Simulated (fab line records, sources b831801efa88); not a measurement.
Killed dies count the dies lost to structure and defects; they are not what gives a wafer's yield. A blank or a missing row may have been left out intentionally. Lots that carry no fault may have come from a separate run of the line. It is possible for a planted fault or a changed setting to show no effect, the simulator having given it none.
fab line records / flow sky130
record lots=7 wafers=21 last-day=50
route steps=708 shown POLY_CUT@314 SD_P@320
lots untouched by any fault: they come from a run of this same line in which no faults occurred
start-h: start of the lot's first displayed wafer, in hours after the record's first day / wait-h: time in hours since the lot's previous step / " identical to the entry in the row above / L1.1+2: a row that stands for several wafers / - either no value or no given start / * or withheld: withheld / < > ~ a bound
route shown NAME@n: names a module that has steps shown in the file, with the first one's number in the route / usual: mean/standard deviation of fault-free wafers / same: alike in all rows / chamber/n: place in a boat / sites: each site's reading / _std_site: standard deviation of those values / _edge_site: the outer-site mean with the inner-site mean subtracted / radius-mm: how far each site lies from the wafer's centre / mask NAME#n: copy n / behind: tool/chamber where the wafer was last shaped / hold: why the lot was held/for how many hours/how that ended / device: the n, p or np transistor that did not switch / end of line: tests of these same wafers at the route's end / for a step that has no rows: nothing shown but its recipe / killed: at the first sort, the dies lost to defects and structure; wafer yield is something else / map: dies across one wafer; x = killed, . = not, _ = none there
set.NAME: the setting the step ran with; set.NAME@STEP: the setting that earlier step ran with / model.NAME: the simulator's own value behind a step, which no gauge read
certain route steps with their lots: each step a table, each wafer a row
services: a tool's chamber out of use, with start hour (start-h, from the record's first day; less than 0 if before it), hours out, and reason
## steps
# step SKY_POLY_CUT_DEVELOP_07
# recipe develop-time-s=60 resist=KrF-thick dev-temp-c=21
# step SKY_POLY_CUT_CD_MEAS_08
# recipe target-cd-nm=270
# usual cd-nm=270.2/1.4
lot.wafer=L938.1 tool=cd-sem-02 chamber=- start-h=594.76 wait-h=- cd-nm=270.9
lot.wafer=L938.2 tool=cd-sem-02 chamber=- start-h=594.76 wait-h=- cd-nm=271.5
lot.wafer=L938.4 tool=cd-sem-02 chamber=- start-h=594.76 wait-h=- cd-nm=269.8
lot.wafer=L942.1 tool=cd-sem-01 chamber=- start-h=621.18 wait-h=- cd-nm=267.3
lot.wafer=L942.2 tool=cd-sem-01 chamber=- start-h=621.18 wait-h=- cd-nm=267.2
lot.wafer=L942.6 tool=cd-sem-01 chamber=- start-h=621.18 wait-h=- cd-nm=269.7
lot.wafer=L950.1 tool=cd-sem-01 chamber=- start-h=685.41 wait-h=- cd-nm=267.3
lot.wafer=L950.5 tool=cd-sem-01 chamber=- start-h=685.41 wait-h=- cd-nm=267.9
lot.wafer=L950.6 tool=cd-sem-01 chamber=- start-h=685.41 wait-h=- cd-nm=267.8
lot.wafer=L951.1 tool=cd-sem-01 chamber=- start-h=689.71 wait-h=- cd-nm=269.1
lot.wafer=L951.4 tool=cd-sem-01 chamber=- start-h=689.71 wait-h=- cd-nm=270.4
lot.wafer=L951.5 tool=cd-sem-01 chamber=- start-h=689.71 wait-h=- cd-nm=271.8
lot.wafer=L952.2 tool=cd-sem-02 chamber=- start-h=701.23 wait-h=- cd-nm=270.9
lot.wafer=L952.3 tool=cd-sem-02 chamber=- start-h=701.23 wait-h=- cd-nm=270.9
lot.wafer=L952.5 tool=cd-sem-02 chamber=- start-h=701.23 wait-h=- cd-nm=270.3
lot.wafer=L957.1 tool=cd-sem-02 chamber=- start-h=741.58 wait-h=- cd-nm=270.4
lot.wafer=L957.5 tool=cd-sem-02 chamber=- start-h=741.58 wait-h=- cd-nm=269.9
lot.wafer=L957.6 tool=cd-sem-02 chamber=- start-h=741.58 wait-h=- cd-nm=270.0
lot.wafer=L958.1 tool=cd-sem-02 chamber=- start-h=743.16 wait-h=- cd-nm=269.3
lot.wafer=L958.3 tool=cd-sem-02 chamber=- start-h=743.16 wait-h=- cd-nm=270.2
lot.wafer=L958.4 tool=cd-sem-02 chamber=- start-h=743.16 wait-h=- cd-nm=268.5
# step SKY_POLY_CUT_OVL_MEAS_09
# usual POLY_CUT_OVL=1/5.3
lot.wafer=L938.1 tool=overlay-01 chamber=- start-h=594.88 wait-h=0.1 POLY_CUT_OVL[nm]=0
lot.wafer=L938.2 tool=overlay-01 chamber=- start-h=594.88 wait-h=0.1 POLY_CUT_OVL[nm]=6
lot.wafer=L938.4 tool=overlay-01 chamber=- start-h=594.88 wait-h=0.1 POLY_CUT_OVL[nm]=3
lot.wafer=L942.1 tool=overlay-02 chamber=- start-h=621.30 wait-h=0.1 POLY_CUT_OVL[nm]=1
lot.wafer=L942.2 tool=overlay-02 chamber=- start-h=621.30 wait-h=0.1 POLY_CUT_OVL[nm]=3
lot.wafer=L942.6 tool=overlay-02 chamber=- start-h=621.30 wait-h=0.1 POLY_CUT_OVL[nm]=5
lot.wafer=L950.1 tool=overlay-02 chamber=- start-h=685.53 wait-h=0.1 POLY_CUT_OVL[nm]=-2
lot.wafer=L950.5 tool=overlay-02 chamber=- start-h=685.53 wait-h=0.1 POLY_CUT_OVL[nm]=-1
lot.wafer=L950.6 tool=overlay-02 chamber=- start-h=685.53 wait-h=0.1 POLY_CUT_OVL[nm]=5
lot.wafer=L951.1 tool=overlay-01 chamber=- start-h=689.83 wait-h=0.1 POLY_CUT_OVL[nm]=-3
lot.wafer=L951.4 tool=overlay-01 chamber=- start-h=689.83 wait-h=0.1 POLY_CUT_OVL[nm]=-8
lot.wafer=L951.5 tool=overlay-01 chamber=- start-h=689.83 wait-h=0.1 POLY_CUT_OVL[nm]=-3
lot.wafer=L952.2 tool=overlay-02 chamber=- start-h=701.33 wait-h=0.1 POLY_CUT_OVL[nm]=-5
lot.wafer=L952.3 tool=overlay-02 chamber=- start-h=701.33 wait-h=0.1 POLY_CUT_OVL[nm]=-4
lot.wafer=L952.5 tool=overlay-02 chamber=- start-h=701.33 wait-h=0.1 POLY_CUT_OVL[nm]=-6
lot.wafer=L957.1 tool=overlay-01 chamber=- start-h=741.70 wait-h=0.1 POLY_CUT_OVL[nm]=-8
lot.wafer=L957.5 tool=overlay-01 chamber=- start-h=741.70 wait-h=0.1 POLY_CUT_OVL[nm]=2
lot.wafer=L957.6 tool=overlay-01 chamber=- start-h=741.70 wait-h=0.1 POLY_CUT_OVL[nm]=-3
lot.wafer=L958.1 tool=overlay-01 chamber=- start-h=743.28 wait-h=0.1 POLY_CUT_OVL[nm]=4
lot.wafer=L958.3 tool=overlay-01 chamber=- start-h=743.28 wait-h=0.1 POLY_CUT_OVL[nm]=-9
lot.wafer=L958.4 tool=overlay-01 chamber=- start-h=743.28 wait-h=0.1 POLY_CUT_OVL[nm]=-7
# step SKY_POLY_CUT_ETCH_10
# recipe chemistry=N2/H2 target=BARC ion-energy-ev=200 source-w=500 bias-w=100 pressure-mtorr=30 n2-flow-sccm=100 h2-flow-sccm=200 stop-on=SiO2 time-s=45.9 target-depth-a=600
# usual drypump-motor-current-A=5.9/0.37 oes-product-au=0.855/0.0047 throttle-valve-pct=13.225/0.0087
lot.wafer=L938.1 tool=rie-diel-02 chamber=3 start-h=594.91 wait-h=0.0 drypump-motor-current-A=6.5 oes-product-au=0.851 rf-hours-counter-h=10 throttle-valve-pct=13.232
lot.wafer=L938.2 tool=rie-diel-02 chamber=0 start-h=594.91 wait-h=0.0 drypump-motor-current-A=6.3 oes-product-au=0.855 rf-hours-counter-h=12 throttle-valve-pct=13.210
lot.wafer=L938.4 tool=rie-diel-02 chamber=2 start-h=594.91 wait-h=0.0 drypump-motor-current-A=5.9 oes-product-au=0.856 rf-hours-counter-h=25 throttle-valve-pct=13.231
lot.wafer=L942.1 tool=rie-diel-01 chamber=0 start-h=621.33 wait-h=0.0 drypump-motor-current-A=5.8 oes-product-au=0.851 rf-hours-counter-h=21 throttle-valve-pct=13.223
lot.wafer=L942.2 tool=rie-diel-01 chamber=1 start-h=621.33 wait-h=0.0 drypump-motor-current-A=6.0 oes-product-au=0.850 rf-hours-counter-h=8 throttle-valve-pct=13.216
lot.wafer=L942.6 tool=rie-diel-01 chamber=0 start-h=621.33 wait-h=0.0 drypump-motor-current-A=5.9 oes-product-au=0.858 rf-hours-counter-h=- throttle-valve-pct=13.219
lot.wafer=L950.1 tool=rie-diel-01 chamber=1 start-h=685.56 wait-h=0.0 drypump-motor-current-A=6.0 oes-product-au=0.853 rf-hours-counter-h=9 throttle-valve-pct=13.226
lot.wafer=L950.5 tool=rie-diel-01 chamber=3 start-h=685.56 wait-h=0.0 drypump-motor-current-A=6.5 oes-product-au=0.854 rf-hours-counter-h=- throttle-valve-pct=13.229
lot.wafer=L950.6 tool=rie-diel-01 chamber=0 start-h=685.56 wait-h=0.0 drypump-motor-current-A=5.8 oes-product-au=0.856 rf-hours-counter-h=- throttle-valve-pct=13.225
lot.wafer=L951.1 tool=rie-diel-04 chamber=2 start-h=689.86 wait-h=0.0 drypump-motor-current-A=5.4 oes-product-au=0.852 rf-hours-counter-h=8 throttle-valve-pct=13.216
lot.wafer=L951.4 tool=rie-diel-04 chamber=1 start-h=689.86 wait-h=0.0 drypump-motor-current-A=5.2 oes-product-au=0.849 rf-hours-counter-h=2 throttle-valve-pct=13.227
lot.wafer=L951.5 tool=rie-diel-04 chamber=3 start-h=689.86 wait-h=0.0 drypump-motor-current-A=6.0 oes-product-au=0.851 rf-hours-counter-h=- throttle-valve-pct=13.224
lot.wafer=L952.2 tool=rie-diel-04 chamber=3 start-h=701.36 wait-h=0.0 drypump-motor-current-A=6.0 oes-product-au=0.857 rf-hours-counter-h=14 throttle-valve-pct=13.237
lot.wafer=L952.3 tool=rie-diel-04 chamber=2 start-h=701.36 wait-h=0.0 drypump-motor-current-A=5.4 oes-product-au=0.848 rf-hours-counter-h=8 throttle-valve-pct=13.223
lot.wafer=L952.5 tool=rie-diel-04 chamber=0 start-h=701.36 wait-h=0.0 drypump-motor-current-A=5.7 oes-product-au=0.854 rf-hours-counter-h=- throttle-valve-pct=13.213
lot.wafer=L957.1 tool=rie-diel-02 chamber=1 start-h=741.74 wait-h=0.0 drypump-motor-current-A=6.1 oes-product-au=0.856 rf-hours-counter-h=4 throttle-valve-pct=13.227
lot.wafer=L957.5 tool=rie-diel-02 chamber=1 start-h=741.74 wait-h=0.0 drypump-motor-current-A=6.1 oes-product-au=0.856 rf-hours-counter-h=- throttle-valve-pct=13.226
lot.wafer=L957.6 tool=rie-diel-02 chamber=2 start-h=741.74 wait-h=0.0 drypump-motor-current-A=5.9 oes-product-au=0.853 rf-hours-counter-h=- throttle-valve-pct=13.239
lot.wafer=L958.1 tool=rie-diel-01 chamber=1 start-h=743.31 wait-h=0.0 drypump-motor-current-A=6.0 oes-product-au=0.853 rf-hours-counter-h=11 throttle-valve-pct=13.222
lot.wafer=L958.3 tool=rie-diel-01 chamber=3 start-h=743.31 wait-h=0.0 drypump-motor-current-A=6.4 oes-product-au=0.854 rf-hours-counter-h=13 throttle-valve-pct=13.222
lot.wafer=L958.4 tool=rie-diel-01 chamber=2 start-h=743.31 wait-h=0.0 drypump-motor-current-A=5.6 oes-product-au=0.856 rf-hours-counter-h=5 throttle-valve-pct=13.209
# step SKY_POLY_CUT_ETCH_11
# recipe target=Si3N4 chemistry=CF4/CH2F2/Ar stop-on=poly-Si source-w=600 bias-w=150 pressure-mtorr=40 cf4-flow-sccm=40 ch2f2-flow-sccm=20 Ar_flow_sccm=150 time-s=42.5 target-depth-a=600
# usual drypump-motor-current-A=5.9/0.37 oes-product-au=0.828/0.0061 throttle-valve-pct=14.995/0.0094
lot.wafer=L938.1 tool=rie-diel-02 chamber=3 start-h=594.96 wait-h=0.0 drypump-motor-current-A=6.5 oes-product-au=0.813 rf-hours-counter-h=10 throttle-valve-pct=14.993
lot.wafer=L938.2 tool=rie-diel-02 chamber=0 start-h=594.96 wait-h=0.0 drypump-motor-current-A=6.3 oes-product-au=0.831 rf-hours-counter-h=12 throttle-valve-pct=14.981
lot.wafer=L938.4 tool=rie-diel-02 chamber=2 start-h=594.96 wait-h=0.0 drypump-motor-current-A=5.9 oes-product-au=0.817 rf-hours-counter-h=25 throttle-valve-pct=14.994
lot.wafer=L942.1 tool=rie-diel-01 chamber=0 start-h=621.38 wait-h=0.0 drypump-motor-current-A=5.8 oes-product-au=0.818 rf-hours-counter-h=21 throttle-valve-pct=15.014
lot.wafer=L942.2 tool=rie-diel-01 chamber=1 start-h=621.38 wait-h=0.0 drypump-motor-current-A=6.0 oes-product-au=0.823 rf-hours-counter-h=8 throttle-valve-pct=14.987
lot.wafer=L942.6 tool=rie-diel-01 chamber=0 start-h=621.38 wait-h=0.0 drypump-motor-current-A=5.8 oes-product-au=0.829 rf-hours-counter-h=- throttle-valve-pct=14.998
lot.wafer=L950.1 tool=rie-diel-01 chamber=1 start-h=685.61 wait-h=0.0 drypump-motor-current-A=6.0 oes-product-au=0.829 rf-hours-counter-h=9 throttle-valve-pct=15.006
lot.wafer=L950.5 tool=rie-diel-01 chamber=3 start-h=685.61 wait-h=0.0 drypump-motor-current-A=6.4 oes-product-au=0.829 rf-hours-counter-h=- throttle-valve-pct=14.979
lot.wafer=L950.6 tool=rie-diel-01 chamber=0 start-h=685.61 wait-h=0.0 drypump-motor-current-A=5.8 oes-product-au=0.832 rf-hours-counter-h=- throttle-valve-pct=14.989
lot.wafer=L951.1 tool=rie-diel-04 chamber=2 start-h=689.91 wait-h=0.0 drypump-motor-current-A=5.4 oes-product-au=0.832 rf-hours-counter-h=8 throttle-valve-pct=15.005
lot.wafer=L951.4 tool=rie-diel-04 chamber=1 start-h=689.91 wait-h=0.0 drypump-motor-current-A=5.2 oes-product-au=0.833 rf-hours-counter-h=2 throttle-valve-pct=14.986
lot.wafer=L951.5 tool=rie-diel-04 chamber=3 start-h=689.91 wait-h=0.0 drypump-motor-current-A=6.0 oes-product-au=0.829 rf-hours-counter-h=- throttle-valve-pct=14.991
lot.wafer=L952.2 tool=rie-diel-04 chamber=3 start-h=701.41 wait-h=0.0 drypump-motor-current-A=6.0 oes-product-au=0.838 rf-hours-counter-h=14 throttle-valve-pct=14.990
lot.wafer=L952.3 tool=rie-diel-04 chamber=2 start-h=701.41 wait-h=0.0 drypump-motor-current-A=5.4 oes-product-au=0.831 rf-hours-counter-h=8 throttle-valve-pct=14.995
lot.wafer=L952.5 tool=rie-diel-04 chamber=0 start-h=701.41 wait-h=0.0 drypump-motor-current-A=5.7 oes-product-au=0.819 rf-hours-counter-h=- throttle-valve-pct=14.983
lot.wafer=L957.1 tool=rie-diel-02 chamber=1 start-h=741.78 wait-h=0.0 drypump-motor-current-A=6.0 oes-product-au=0.832 rf-hours-counter-h=4 throttle-valve-pct=14.995
lot.wafer=L957.5 tool=rie-diel-02 chamber=1 start-h=741.78 wait-h=0.0 drypump-motor-current-A=6.1 oes-product-au=0.834 rf-hours-counter-h=- throttle-valve-pct=14.999
lot.wafer=L957.6 tool=rie-diel-02 chamber=2 start-h=741.78 wait-h=0.0 drypump-motor-current-A=5.9 oes-product-au=0.824 rf-hours-counter-h=- throttle-valve-pct=15.000
lot.wafer=L958.1 tool=rie-diel-01 chamber=1 start-h=743.36 wait-h=0.0 drypump-motor-current-A=6.0 oes-product-au=0.825 rf-hours-counter-h=11 throttle-valve-pct=14.998
lot.wafer=L958.3 tool=rie-diel-01 chamber=3 start-h=743.36 wait-h=0.0 drypump-motor-current-A=6.4 oes-product-au=0.830 rf-hours-counter-h=13 throttle-valve-pct=14.997
lot.wafer=L958.4 tool=rie-diel-01 chamber=2 start-h=743.36 wait-h=0.0 drypump-motor-current-A=5.6 oes-product-au=0.834 rf-hours-counter-h=5 throttle-valve-pct=15.006
# step SKY_POLY_CUT_STRIP_12
# recipe chemistry=O2/N2 power-w=1400 pressure-mtorr=1500 platen-temp-c=withheld o2-flow-sccm=3000 n2-flow-sccm=300 overash-fraction=0.5
# usual drypump-motor-current-A=5.6/0.53 oes-product-au=0.453/0.0049 strip-time-to-endpoint-s=5.363/0.019
lot.wafer=L938.1 tool=plasma-asher-02 chamber=1 start-h=595.00 wait-h=0.0 drypump-motor-current-A=5.8 oes-product-au=0.450 rf-hours-counter-h=90 strip-time-to-endpoint-s=5.343
lot.wafer=L938.2 tool=plasma-asher-02 chamber=0 start-h=595.00 wait-h=0.0 drypump-motor-current-A=6.0 oes-product-au=0.459 rf-hours-counter-h=90 strip-time-to-endpoint-s=5.336
lot.wafer=L938.4 tool=plasma-asher-02 chamber=1 start-h=595.00 wait-h=0.0 drypump-motor-current-A=5.8 oes-product-au=0.452 rf-hours-counter-h=- strip-time-to-endpoint-s=5.337
lot.wafer=L942.1 tool=plasma-asher-01 chamber=1 start-h=621.42 wait-h=0.0 drypump-motor-current-A=6.3 oes-product-au=0.460 rf-hours-counter-h=76 strip-time-to-endpoint-s=5.382
lot.wafer=L942.2 tool=plasma-asher-01 chamber=0 start-h=621.42 wait-h=0.0 drypump-motor-current-A=5.1 oes-product-au=0.450 rf-hours-counter-h=76 strip-time-to-endpoint-s=5.395
lot.wafer=L942.6 tool=plasma-asher-01 chamber=1 start-h=621.42 wait-h=0.0 drypump-motor-current-A=6.3 oes-product-au=0.451 rf-hours-counter-h=- strip-time-to-endpoint-s=5.344
lot.wafer=L950.1 tool=plasma-asher-01 chamber=0 start-h=685.65 wait-h=0.0 drypump-motor-current-A=5.2 oes-product-au=0.457 rf-hours-counter-h=82 strip-time-to-endpoint-s=5.370
lot.wafer=L950.5 tool=plasma-asher-01 chamber=0 start-h=685.65 wait-h=0.0 drypump-motor-current-A=5.2 oes-product-au=0.455 rf-hours-counter-h=- strip-time-to-endpoint-s=5.348
lot.wafer=L950.6 tool=plasma-asher-01 chamber=1 start-h=685.65 wait-h=0.0 drypump-motor-current-A=6.3 oes-product-au=0.456 rf-hours-counter-h=- strip-time-to-endpoint-s=5.375
lot.wafer=L951.1 tool=plasma-asher-03 chamber=1 start-h=689.95 wait-h=0.0 drypump-motor-current-A=5.8 oes-product-au=0.450 rf-hours-counter-h=25 strip-time-to-endpoint-s=5.345
lot.wafer=L951.4 tool=plasma-asher-03 chamber=0 start-h=689.95 wait-h=0.0 drypump-motor-current-A=4.8 oes-product-au=0.453 rf-hours-counter-h=- strip-time-to-endpoint-s=5.341
lot.wafer=L951.5 tool=plasma-asher-03 chamber=1 start-h=689.95 wait-h=0.0 drypump-motor-current-A=5.9 oes-product-au=0.447 rf-hours-counter-h=- strip-time-to-endpoint-s=5.371
lot.wafer=L952.2 tool=plasma-asher-01 chamber=0 start-h=701.45 wait-h=0.0 drypump-motor-current-A=5.1 oes-product-au=0.455 rf-hours-counter-h=84 strip-time-to-endpoint-s=5.407
lot.wafer=L952.3 tool=plasma-asher-01 chamber=1 start-h=701.45 wait-h=0.0 drypump-motor-current-A=6.3 oes-product-au=0.451 rf-hours-counter-h=- strip-time-to-endpoint-s=5.371
lot.wafer=L952.5 tool=plasma-asher-01 chamber=0 start-h=701.45 wait-h=0.0 drypump-motor-current-A=5.1 oes-product-au=0.456 rf-hours-counter-h=- strip-time-to-endpoint-s=5.384
lot.wafer=L957.1 tool=plasma-asher-03 chamber=0 start-h=741.82 wait-h=0.0 drypump-motor-current-A=4.8 oes-product-au=0.449 rf-hours-counter-h=30 strip-time-to-endpoint-s=5.376
lot.wafer=L957.5 tool=plasma-asher-03 chamber=0 start-h=741.82 wait-h=0.0 drypump-motor-current-A=4.8 oes-product-au=0.450 rf-hours-counter-h=- strip-time-to-endpoint-s=5.368
lot.wafer=L957.6 tool=plasma-asher-03 chamber=1 start-h=741.82 wait-h=0.0 drypump-motor-current-A=5.9 oes-product-au=0.451 rf-hours-counter-h=- strip-time-to-endpoint-s=5.351
lot.wafer=L958.1 tool=plasma-asher-03 chamber=1 start-h=743.40 wait-h=0.0 drypump-motor-current-A=5.8 oes-product-au=0.451 rf-hours-counter-h=30 strip-time-to-endpoint-s=5.333
lot.wafer=L958.3 tool=plasma-asher-03 chamber=1 start-h=743.40 wait-h=0.0 drypump-motor-current-A=5.8 oes-product-au=0.445 rf-hours-counter-h=- strip-time-to-endpoint-s=5.363
lot.wafer=L958.4 tool=plasma-asher-03 chamber=0 start-h=743.40 wait-h=0.0 drypump-motor-current-A=4.8 oes-product-au=0.449 rf-hours-counter-h=- strip-time-to-endpoint-s=5.362
# step SKY_SD_P_DEHYDRATE_00
# recipe temp-c=200 time-s=60
# step SKY_SD_P_HMDS_01
# recipe prime-time-s=60 prime-temp-c=120
# step SKY_SD_P_COAT_02
# recipe resist=NOVOLAK spin-rpm=3000 resist-thk-nm=1140
# step SKY_SD_P_SOFTBAKE_03
# recipe temp-c=90 time-s=60 resist=NOVOLAK
# step SKY_SD_P_EXPOSE_04
# recipe mask-id=PSDM na=0.6 source-shape=conventional sigma-outer=0.6 polarization=unpolarized target-cd-nm=380 dose-mj=138
# step SKY_SD_P_PEB_05
# recipe temp-c=withheld time-s=* resist=NOVOLAK
# step SKY_SD_P_DEVELOP_06
# recipe resist=NOVOLAK developer=TMAH develop-time-s=60 dev-temp-c=23
# usual chill-plate-temp-C=23.00/0.12 develop-time-s=60/0 resist-line-temp-C=23.00/0.1
lot.wafer=L938.1 tool=litho-track-02 chamber=0 start-h=623.41 wait-h=0.1 chill-plate-temp-C=22.83 develop-time-s=60 resist-line-temp-C=22.84
lot.wafer=L938.2 tool=litho-track-02 chamber=0 start-h=623.41 wait-h=0.1 chill-plate-temp-C=22.67 develop-time-s=60 resist-line-temp-C=22.99
lot.wafer=L938.4 tool=litho-track-02 chamber=0 start-h=623.41 wait-h=0.1 chill-plate-temp-C=22.97 develop-time-s=60 resist-line-temp-C=22.89
lot.wafer=L942.1 tool=litho-track-04 chamber=0 start-h=649.83 wait-h=0.1 chill-plate-temp-C=23.40 develop-time-s=60 resist-line-temp-C=23.06
lot.wafer=L942.2 tool=litho-track-04 chamber=0 start-h=649.83 wait-h=0.1 chill-plate-temp-C=23.27 develop-time-s=60 resist-line-temp-C=23.09
lot.wafer=L942.6 tool=litho-track-04 chamber=0 start-h=649.83 wait-h=0.1 chill-plate-temp-C=23.31 develop-time-s=60 resist-line-temp-C=22.96
lot.wafer=L950.1 tool=litho-track-01 chamber=- start-h=713.20 wait-h=0.1 chill-plate-temp-C=- develop-time-s=- resist-line-temp-C=-
lot.wafer=L950.5 tool=litho-track-01 chamber=- start-h=713.20 wait-h=0.1 chill-plate-temp-C=- develop-time-s=- resist-line-temp-C=-
lot.wafer=L950.6 tool=litho-track-01 chamber=- start-h=713.20 wait-h=0.1 chill-plate-temp-C=- develop-time-s=- resist-line-temp-C=-
lot.wafer=L951.1 tool=litho-track-01 chamber=- start-h=717.50 wait-h=0.1 chill-plate-temp-C=- develop-time-s=- resist-line-temp-C=-
lot.wafer=L951.4 tool=litho-track-01 chamber=- start-h=717.50 wait-h=0.1 chill-plate-temp-C=- develop-time-s=- resist-line-temp-C=-
lot.wafer=L951.5 tool=litho-track-01 chamber=- start-h=717.50 wait-h=0.1 chill-plate-temp-C=- develop-time-s=- resist-line-temp-C=-
lot.wafer=L952.2 tool=litho-track-02 chamber=- start-h=727.98 wait-h=0.1 chill-plate-temp-C=- develop-time-s=- resist-line-temp-C=-
lot.wafer=L952.3 tool=litho-track-02 chamber=- start-h=727.98 wait-h=0.1 chill-plate-temp-C=- develop-time-s=- resist-line-temp-C=-
lot.wafer=L952.5 tool=litho-track-02 chamber=- start-h=727.98 wait-h=0.1 chill-plate-temp-C=- develop-time-s=- resist-line-temp-C=-
lot.wafer=L957.1 tool=litho-track-01 chamber=0 start-h=768.65 wait-h=0.1 chill-plate-temp-C=23.21 develop-time-s=60 resist-line-temp-C=23.10
lot.wafer=L957.5 tool=litho-track-01 chamber=0 start-h=768.65 wait-h=0.1 chill-plate-temp-C=22.76 develop-time-s=60 resist-line-temp-C=23.06
lot.wafer=L957.6 tool=litho-track-01 chamber=0 start-h=768.65 wait-h=0.1 chill-plate-temp-C=23.00 develop-time-s=60 resist-line-temp-C=23.04
lot.wafer=L958.1 tool=litho-track-04 chamber=0 start-h=770.28 wait-h=0.1 chill-plate-temp-C=22.97 develop-time-s=60 resist-line-temp-C=22.85
lot.wafer=L958.3 tool=litho-track-04 chamber=0 start-h=770.28 wait-h=0.1 chill-plate-temp-C=23.02 develop-time-s=60 resist-line-temp-C=22.98
lot.wafer=L958.4 tool=litho-track-04 chamber=0 start-h=770.28 wait-h=0.1 chill-plate-temp-C=23.21 develop-time-s=60 resist-line-temp-C=22.87
# step SKY_SD_P_CD_MEAS_07
# recipe target-cd-nm=380
# usual cd-nm=380/3.3
lot.wafer=L938.1 tool=cd-sem-01 chamber=- start-h=623.71 wait-h=0.3 cd-nm=386
lot.wafer=L938.2 tool=cd-sem-01 chamber=- start-h=623.71 wait-h=0.3 cd-nm=388
lot.wafer=L938.4 tool=cd-sem-01 chamber=- start-h=623.71 wait-h=0.3 cd-nm=384
lot.wafer=L942.1 tool=cd-sem-02 chamber=- start-h=649.98 wait-h=0.1 cd-nm=381
lot.wafer=L942.2 tool=cd-sem-02 chamber=- start-h=649.98 wait-h=0.1 cd-nm=382
lot.wafer=L942.6 tool=cd-sem-02 chamber=- start-h=649.98 wait-h=0.1 cd-nm=381
lot.wafer=L950.1 tool=cd-sem-02 chamber=- start-h=713.35 wait-h=0.1 cd-nm=-
lot.wafer=L950.5 tool=cd-sem-02 chamber=- start-h=713.35 wait-h=0.1 cd-nm=-
lot.wafer=L950.6 tool=cd-sem-02 chamber=- start-h=713.35 wait-h=0.1 cd-nm=-
lot.wafer=L951.1 tool=cd-sem-02 chamber=- start-h=717.65 wait-h=0.1 cd-nm=-
lot.wafer=L951.4 tool=cd-sem-02 chamber=- start-h=717.65 wait-h=0.1 cd-nm=-
lot.wafer=L951.5 tool=cd-sem-02 chamber=- start-h=717.65 wait-h=0.1 cd-nm=-
lot.wafer=L952.2 tool=cd-sem-01 chamber=- start-h=728.13 wait-h=0.1 cd-nm=-
lot.wafer=L952.3 tool=cd-sem-01 chamber=- start-h=728.13 wait-h=0.1 cd-nm=-
lot.wafer=L952.5 tool=cd-sem-01 chamber=- start-h=728.13 wait-h=0.1 cd-nm=-
lot.wafer=L957.1 tool=cd-sem-02 chamber=- start-h=768.80 wait-h=0.1 cd-nm=381
lot.wafer=L957.5 tool=cd-sem-02 chamber=- start-h=768.80 wait-h=0.1 cd-nm=377
lot.wafer=L957.6 tool=cd-sem-02 chamber=- start-h=768.80 wait-h=0.1 cd-nm=382
lot.wafer=L958.1 tool=cd-sem-01 chamber=- start-h=770.43 wait-h=0.1 cd-nm=376
lot.wafer=L958.3 tool=cd-sem-01 chamber=- start-h=770.43 wait-h=0.1 cd-nm=377
lot.wafer=L958.4 tool=cd-sem-01 chamber=- start-h=770.43 wait-h=0.1 cd-nm=377
## services
tool=rie-diel-04 chamber=1 start-h=583.34 hours=15.1 kind=repair
tool=plasma-asher-02 chamber=- start-h=586.94 hours=1.7 kind=repair
tool=rie-diel-04 chamber=1 start-h=598.41 hours=- kind=clean
tool=rie-diel-04 chamber=1 start-h=598.41 hours=24.9 kind=scheduled-down
tool=rie-diel-04 chamber=1 start-h=598.41 hours=24.9 kind=vent-cycle
tool=rie-diel-02 chamber=3 start-h=621.12 hours=15.6 kind=repair
tool=rie-diel-02 chamber=- start-h=623.74 hours=0.2 kind=repair
tool=litho-track-04 chamber=- start-h=711.71 hours=- kind=consumable-replace:filter
tool=plasma-asher-02 chamber=- start-h=715.90 hours=0.7 kind=repair
tool=plasma-asher-02 chamber=- start-h=733.75 hours=9.0 kind=pm
tool=plasma-asher-02 chamber=0 start-h=733.75 hours=9.0 kind=vent-cycle
tool=plasma-asher-02 chamber=1 start-h=733.75 hours=9.0 kind=vent-cycle
tool=rie-diel-04 chamber=- start-h=734.91 hours=1.2 kind=repair
tool=plasma-asher-02 chamber=0 start-h=742.75 hours=- kind=clean
tool=plasma-asher-02 chamber=1 start-h=742.75 hours=- kind=clean
tool=plasma-asher-01 chamber=- start-h=768.38 hours=1.8 kind=repair
## key
first-sign step=SKY_SD_P_DEVELOP_06 reading=tool-record direction=missing
effect none on later readings
met-at SKY_SD_P_DEVELOP_06
struck-wafers L950.1,L950.5,L950.6,L951.1,L951.4,L951.5,L952.2,L952.3,L952.5
sort-left-out L950.1,L950.5,L950.6,L951.1,L951.4,L951.5,L952.2,L952.3,L952.5
tester-left-out L950,L951,L952
onset-between 623.41 713.20
fault kind=skipped-step-whole tool=litho-track-01,litho-track-02 chamber=- onset-h=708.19 steps=SKY_SD_P_DEVELOP_06 scope=struck-lots-only
# tester-left-out: of these lots the tester's yield and bins aren't shown, on N5 and GAA mostly nor the transistor test; their killed dies are dies lost to structure and defects alone, not to doping, threshold or leakage, so they don't give the yield
# sort-left-out: the simulated sort isn't trusted on such a fault, so these wafers' sort isn't shown, and their yield isn't known
